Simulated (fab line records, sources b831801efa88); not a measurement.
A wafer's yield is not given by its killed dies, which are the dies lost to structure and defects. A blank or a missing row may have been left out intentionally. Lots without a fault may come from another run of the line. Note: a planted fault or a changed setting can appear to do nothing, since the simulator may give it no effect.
fab line records -- flow gf180mcu
record lots=13, wafers=39, last_day=34
route steps=602 shown STI@13 MVPSD@87 POLY_GATE@174 M2@362
lots that met no fault: taken from a fault-free run of the same line
start_h: start of the lot's first displayed wafer, in hours after the record's first day -- wait_h: hours elapsed since this lot's preceding step -- " repeats the value in the row above -- L1.1+2: several wafers, shown together as one row -- - either no value or no given start -- * or withheld: withheld -- < > ~ a bound
route shown NAME@n: a module of which the file shows steps, and the number in the route of the first -- usual: mean/standard deviation taken from wafers without a fault -- same: alike in all rows -- chamber/n: place in a boat -- sites: readings site by site -- _std_site: how widely they spread, as a standard deviation -- _edge_site: mean of outer sites minus mean of inner sites -- radius_mm: for every site, how far away it sits from the centre of the wafer -- mask NAME#n: copy n -- behind: the last tool/chamber to shape the wafer -- hold: cause of the lot's hold/its duration in hours/its outcome -- device: whichever transistor did not switch (one of n, p or np) -- end of line: the same wafers' tests at the end of the route -- where a step has no rows: the recipe by itself -- killed: count of dies lost to structure and defects at first sort (not the wafer's yield) -- map: shows each die of a wafer: x if killed, . if not, _ if none is there
set.NAME: the setting that was run; set.NAME@STEP: the one run at that earlier step -- model.NAME: the simulator's own value behind a step, which no gauge read
a sample of lots followed through the steps of the route, with each step as a table and each wafer as a row
services: from which hour (start_h, from the record's first day; less than 0 if before it) a tool's chamber was out of use, for how many hours, and why
## steps
# step GF_STI_CD_MEAS_12
# recipe target_cd_nm=220
# usual cd_nm=220.2/1.2
lot.wafer,tool,chamber,start_h,wait_h,cd_nm
L371.1,cd_sem-02,-,30.52,0.1,220.2
L371.5,cd_sem-02,-,30.52,0.1,219.3
L371.6,cd_sem-02,-,30.52,0.1,220.3
L373.1,cd_sem-01,-,40.37,0.1,220.5
L373.2,cd_sem-01,-,40.37,0.1,220.7
L373.3,cd_sem-01,-,40.37,0.1,221.3
L374.1,cd_sem-02,-,46.05,0.1,217.6
L374.2,cd_sem-02,-,46.05,0.1,219.2
L374.3,cd_sem-02,-,46.05,0.1,217.5
L376.1,cd_sem-01,-,55.55,0.1,217.5
L376.5,cd_sem-01,-,55.55,0.1,218.5
L376.6,cd_sem-01,-,55.55,0.1,218.8
L377.1,cd_sem-02,-,61.47,0.1,222.8
L377.2,cd_sem-02,-,61.47,0.1,221.7
L377.6,cd_sem-02,-,61.47,0.1,223.5
L380.1,cd_sem-02,-,76.47,0.1,220.9
L380.3,cd_sem-02,-,76.47,0.1,219.9
L380.6,cd_sem-02,-,76.47,0.1,220.5
L381.1,cd_sem-02,-,83.67,0.1,222.0
L381.4,cd_sem-02,-,83.67,0.1,221.4
L381.6,cd_sem-02,-,83.67,0.1,220.6
L382.2,cd_sem-02,-,86.82,0.1,220.1
L382.3,cd_sem-02,-,86.82,0.1,219.8
L382.6,cd_sem-02,-,86.82,0.1,220.2
L384.2,cd_sem-01,-,97.24,0.1,219.3
L384.5,cd_sem-01,-,97.24,0.1,219.1
L384.6,cd_sem-01,-,97.24,0.1,218.8
L387.2,cd_sem-02,-,114.99,0.1,222.0
L387.3,cd_sem-02,-,114.99,0.1,221.1
L387.6,cd_sem-02,-,114.99,0.1,222.5
L389.1,cd_sem-01,-,122.72,0.1,220.8
L389.2,cd_sem-01,-,122.72,0.1,220.8
L389.6,cd_sem-01,-,122.72,0.1,220.2
L391.1,cd_sem-01,-,132.97,0.1,219.8
L391.3,cd_sem-01,-,132.97,0.1,220.0
L391.5,cd_sem-01,-,132.97,0.1,219.6
L393.1,cd_sem-02,-,144.97,0.1,220.1
L393.3,cd_sem-02,-,144.97,0.1,220.7
L393.5,cd_sem-02,-,144.97,0.1,220.0
# step GF_MVPSD_IMPLANT_09
# recipe species=B, energy_kev=40, dose_cm2=5e+12, tilt_deg=0
# usual beam_on_s=9.99/0.2, faraday_current_uA=28.2/0.57
lot.wafer,tool,chamber,start_h,wait_h,beam_on_s,faraday_current_uA
L371.1,implanter-02,0,104.49,0.1,9.65,29.1
L371.5,implanter-02,0,104.49,0.1,9.82,28.8
L371.6,implanter-02,0,104.49,0.1,10.09,27.9
L373.1,implanter-01,0,113.88,0.1,10.39,27.2
L373.2,implanter-01,0,113.88,0.1,9.90,28.5
L373.3,implanter-01,0,113.88,0.1,9.73,28.8
L374.1,implanter-04,0,119.03,0.1,9.86,28.5
L374.2,implanter-04,0,119.03,0.1,10.18,27.7
L374.3,implanter-04,0,119.03,0.1,10.17,27.8
L376.1,implanter-01,0,131.58,0.1,9.98,28.3
L376.5,implanter-01,0,131.58,0.1,10.44,27.0
L376.6,implanter-01,0,131.58,0.1,10.07,27.9
L377.1,implanter-01,0,138.39,0.1,10.22,27.5
L377.2,implanter-01,0,138.39,0.1,9.91,28.4
L377.6,implanter-01,0,138.39,0.1,10.03,28.2
L380.1,implanter-01,0,155.58,0.1,9.57,29.3
L380.3,implanter-01,0,155.58,0.1,10.16,27.7
L380.6,implanter-01,0,155.58,0.1,10.19,27.7
L381.1,implanter-01,0,163.73,0.1,10.14,27.8
L381.4,implanter-01,0,163.73,0.1,9.67,29.2
L381.6,implanter-01,0,163.73,0.1,9.84,28.6
L382.2,implanter-02,0,168.38,0.1,9.79,28.7
L382.3,implanter-02,0,168.38,0.1,10.33,27.2
L382.6,implanter-02,0,168.38,0.1,10.04,28.3
L384.2,implanter-01,0,180.86,0.1,9.93,28.2
L384.5,implanter-01,0,180.86,0.1,10.00,28.2
L384.6,implanter-01,0,180.86,0.1,10.05,28.0
L387.2,implanter-01,0,201.21,0.1,9.94,28.4
L387.3,implanter-01,0,201.21,0.1,9.69,29.0
L387.6,implanter-01,0,201.21,0.1,9.80,28.8
L389.1,implanter-01,0,213.63,0.1,10.13,27.8
L389.2,implanter-01,0,213.63,0.1,10.16,27.8
L389.6,implanter-01,0,213.63,0.1,10.24,27.6
L391.1,implanter-04,0,222.49,0.1,9.86,28.6
L391.3,implanter-04,0,222.49,0.1,10.28,27.4
L391.5,implanter-04,0,222.49,0.1,10.23,27.6
L393.1,implanter-04,0,237.28,0.1,10.09,28.0
L393.3,implanter-04,0,237.28,0.1,9.56,29.4
L393.5,implanter-04,0,237.28,0.1,9.93,28.4
# step GF_VT_IMPLANT_RS_MEAS_49
# recipe thk_meas_gauge=four-point-probe
# usual MVPSD_RS=1168.9/2.9
lot.wafer,tool,chamber,start_h,wait_h,MVPSD_RS[ohm/sq]
L371.1,film_metro-04,-,165.43,0.1,1170.7
L371.5,film_metro-04,-,165.43,0.1,1170.0
L371.6,film_metro-04,-,165.43,0.1,1169.1
L373.1,film_metro-04,-,176.76,0.1,1168.8
L373.2,film_metro-04,-,176.76,0.1,1169.1
L373.3,film_metro-04,-,176.76,0.1,1174.4
L374.1,film_metro-02,-,182.21,0.1,1169.4
L374.2,film_metro-02,-,182.21,0.1,1170.0
L374.3,film_metro-02,-,182.21,0.1,1169.5
L376.1,film_metro-02,-,196.96,0.1,1166.8
L376.5,film_metro-02,-,196.96,0.1,1169.4
L376.6,film_metro-02,-,196.96,0.1,1170.4
L377.1,film_metro-04,-,205.28,0.1,1169.3
L377.2,film_metro-04,-,205.28,0.1,1166.7
L377.6,film_metro-04,-,205.28,0.1,1164.8
L380.1,film_metro-04,-,224.82,0.1,1173.8
L380.3,film_metro-04,-,224.82,0.1,1168.5
L380.6,film_metro-04,-,224.82,0.1,1171.5
L381.1,film_metro-01,-,231.22,0.1,1166.0
L381.4,film_metro-01,-,231.22,0.1,1166.9
L381.6,film_metro-01,-,231.22,0.1,1166.1
L382.2,film_metro-04,-,238.09,0.1,1172.6
L382.3,film_metro-04,-,238.09,0.1,1169.0
L382.6,film_metro-04,-,238.09,0.1,1168.8
L384.2,film_metro-02,-,252.04,0.1,1198.3
L384.5,film_metro-02,-,252.04,0.1,1205.4
L384.6,film_metro-02,-,252.04,0.1,1159.9
L387.2,film_metro-01,-,276.34,0.1,1204.5
L387.3,film_metro-01,-,276.34,0.1,1167.7
L387.6,film_metro-01,-,276.34,0.1,1164.3
L389.1,film_metro-02,-,288.82,0.1,1210.7
L389.2,film_metro-02,-,288.82,0.1,1205.1
L389.6,film_metro-02,-,288.82,0.1,1165.0
L391.1,film_metro-01,-,300.22,0.1,1167.3
L391.3,film_metro-01,-,300.22,0.1,1170.3
L391.5,film_metro-01,-,300.22,0.1,1168.5
L393.1,film_metro-01,-,316.52,0.1,1170.2
L393.3,film_metro-01,-,316.52,0.1,1167.4
L393.5,film_metro-01,-,316.52,0.1,1170.0
# step GF_POLY_GATE_THK_MEAS_17
# recipe reads=SiO2_of_POLY_GATE_OXIDATION_16
# usual POLY_GATE_OXIDATION_THK=3.98/0.084
lot.wafer,tool,chamber,start_h,wait_h,POLY_GATE_OXIDATION_THK[nm]
L371.1,film_metro-02,-,206.43,0.0,3.87
L371.5,film_metro-02,-,206.43,0.0,3.82
L371.6,film_metro-02,-,206.43,0.0,3.89
L373.1,film_metro-01,-,217.76,0.0,3.97
L373.2,film_metro-01,-,217.76,0.0,3.96
L373.3,film_metro-01,-,217.76,0.0,4.02
L374.1,film_metro-02,-,224.58,0.0,3.98
L374.2,film_metro-02,-,224.58,0.0,4.01
L374.3,film_metro-02,-,224.58,0.0,4.02
L376.1,film_metro-03,-,242.44,0.0,3.96
L376.5,film_metro-03,-,242.44,0.0,3.95
L376.6,film_metro-03,-,242.44,0.0,3.92
L377.1,film_metro-03,-,249.18,0.0,4.09
L377.2,film_metro-03,-,249.18,0.0,4.14
L377.6,film_metro-03,-,249.18,0.0,4.13
L380.1,film_metro-03,-,269.50,0.0,4.03
L380.3,film_metro-03,-,269.50,0.0,4.06
L380.6,film_metro-03,-,269.50,0.0,4.19
L381.1,film_metro-02,-,275.88,0.0,3.86
L381.4,film_metro-02,-,275.88,0.0,3.97
L381.6,film_metro-02,-,275.88,0.0,3.90
L382.2,film_metro-03,-,283.84,0.0,3.89
L382.3,film_metro-03,-,283.84,0.0,3.94
L382.6,film_metro-03,-,283.84,0.0,3.90
L384.2,film_metro-02,-,297.99,0.0,3.95
L384.5,film_metro-02,-,297.99,0.0,3.97
L384.6,film_metro-02,-,297.99,0.0,3.95
L387.2,film_metro-01,-,323.52,0.0,4.01
L387.3,film_metro-01,-,323.52,0.0,4.05
L387.6,film_metro-01,-,323.52,0.0,4.00
L389.1,film_metro-03,-,337.76,0.0,3.99
L389.2,film_metro-03,-,337.76,0.0,4.07
L389.6,film_metro-03,-,337.76,0.0,4.06
L391.1,film_metro-03,-,349.31,0.0,4.05
L391.3,film_metro-03,-,349.31,0.0,3.97
L391.5,film_metro-03,-,349.31,0.0,3.94
L393.1,film_metro-03,-,366.13,0.0,3.87
L393.3,film_metro-03,-,366.13,0.0,3.85
L393.5,film_metro-03,-,366.13,0.0,3.91
# step GF_M2_SPUTTER_00
# recipe material=Ti, target_thk_nm=37.5, arriving_ion_energy_ev=80, substrate_temp_c=200, chamber_pressure_pa=2, power_w=4000, time_s=150
# usual cathode_dc_power_W=4000.0/0.81, throttle_valve_pct=30.3/0.79
lot.wafer,tool,chamber,start_h,wait_h,cathode_dc_power_W,throttle_valve_pct
L371.1,pvd_sputter-01,-,423.23,0.1,3999.5,28.8
L371.5,pvd_sputter-01,-,423.23,0.1,3999.6,30.7
L371.6,pvd_sputter-01,-,423.23,0.1,4000.6,28.8
L373.1,pvd_sputter-02,-,440.44,0.2,3999.3,29.6
L373.2,pvd_sputter-02,-,440.44,0.2,4000.7,31.2
L373.3,pvd_sputter-02,-,440.44,0.2,3999.2,30.7
L374.1,pvd_sputter-02,-,447.70,0.1,4001.7,29.4
L374.2,pvd_sputter-02,-,447.70,0.1,4001.3,30.8
L374.3,pvd_sputter-02,-,447.70,0.1,4000.5,31.3
L376.1,pvd_sputter-01,-,470.46,0.1,3998.7,29.7
L376.5,pvd_sputter-01,-,470.46,0.1,4001.1,28.8
L376.6,pvd_sputter-01,-,470.46,0.1,3999.9,29.6
L377.1,pvd_sputter-04,-,477.06,0.1,3999.5,30.2
L377.2,pvd_sputter-04,-,477.06,0.1,4000.3,30.9
L377.6,pvd_sputter-04,-,477.06,0.1,4000.0,31.1
L380.1,pvd_sputter-02,-,504.46,0.1,4000.5,31.1
L380.3,pvd_sputter-02,-,504.46,0.1,3998.7,30.6
L380.6,pvd_sputter-02,-,504.46,0.1,3999.2,31.2
L381.1,pvd_sputter-01,-,513.17,0.1,4000.3,30.5
L381.4,pvd_sputter-01,-,513.17,0.1,4000.6,29.6
L381.6,pvd_sputter-01,-,513.17,0.1,3999.9,28.8
L382.2,pvd_sputter-04,-,522.02,0.2,3998.7,30.7
L382.3,pvd_sputter-04,-,522.02,0.2,4000.4,30.8
L382.6,pvd_sputter-04,-,522.02,0.2,3999.8,30.8
L384.2,pvd_sputter-01,-,535.90,0.1,3999.9,30.4
L384.5,pvd_sputter-01,-,535.90,0.1,4001.2,28.8
L384.6,pvd_sputter-01,-,535.90,0.1,4000.2,29.6
L387.2,pvd_sputter-01,-,566.12,0.1,4000.7,29.6
L387.3,pvd_sputter-01,-,566.12,0.1,3999.9,30.3
L387.6,pvd_sputter-01,-,566.12,0.1,4000.1,31.1
L389.1,pvd_sputter-02,-,579.50,0.1,3998.9,30.7
L389.2,pvd_sputter-02,-,579.50,0.1,3999.4,29.7
L389.6,pvd_sputter-02,-,579.50,0.1,3999.2,31.7
L391.1,pvd_sputter-01,-,591.25,0.1,3998.5,29.5
L391.3,pvd_sputter-01,-,591.25,0.1,4000.6,30.4
L391.5,pvd_sputter-01,-,591.25,0.1,4000.1,29.6
L393.1,pvd_sputter-04,-,607.88,0.1,4001.1,30.5
L393.3,pvd_sputter-04,-,607.88,0.1,4000.8,30.9
L393.5,pvd_sputter-04,-,607.88,0.1,3999.6,30.8
## services
tool,chamber,start_h,hours,kind
pvd_sputter-04,-,110.28,2.5,repair
implanter-02,-,111.88,2.5,pm
implanter-01,-,115.10,2.5,repair
pvd_sputter-04,-,136.47,1.5,repair
implanter-04,-,171.03,0.9,repair
pvd_sputter-02,-,199.21,6.0,repair
implanter-02,-,241.97,5.1,repair
implanter-04,-,243.92,3.1,pm
pvd_sputter-02,-,249.84,10.8,repair
implanter-04,-,257.68,4.9,repair
implanter-01,-,279.96,5.5,repair
pvd_sputter-01,-,293.62,0.6,repair
pvd_sputter-01,-,314.04,5.5,repair
pvd_sputter-02,-,321.64,1.4,repair
implanter-01,-,338.70,3.8,pm
pvd_sputter-01,-,338.71,24.9,repair
implanter-02,-,348.55,6.2,pm
implanter-04,-,365.09,3.8,repair
implanter-04,-,372.37,5.0,pm
implanter-01,-,399.01,0.9,repair
implanter-04,-,418.98,19.4,repair
pvd_sputter-02,-,466.69,7.4,repair
implanter-04,-,497.05,151.9,pm
pvd_sputter-01,-,579.50,1.1,repair
## key
first_sign step=GF_VT_IMPLANT_RS_MEAS_49, reading=MVPSD_RS, direction=up, sigmas=12, usual=1168.9, struck=1204.8
effect none on later readings
met_at GF_MVPSD_IMPLANT_09
struck_lots L384,L387,L389
struck_wafers L384.2,L384.5,L387.2,L389.1,L389.2
tester_left_out L384,L387,L389
not_acting_at GF_STI_CD_MEAS_12,GF_POLY_GATE_THK_MEAS_17,GF_M2_SPUTTER_00
onset_between 163.73 180.86
fault kind=process_parameter_drift, tool=implanter-01, chamber=-, onset_h=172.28, steps=GF_MVPSD_IMPLANT_09, channel=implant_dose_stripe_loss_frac, offset=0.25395, shape=step, end_h=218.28, scope=struck_wafers_only
# tester_left_out: of these lots the tester's yield and bins aren't shown, on N5 and GAA mostly nor the transistor test; their killed dies are dies lost to structure and defects alone, not to doping, threshold or leakage, so they don't give the yield
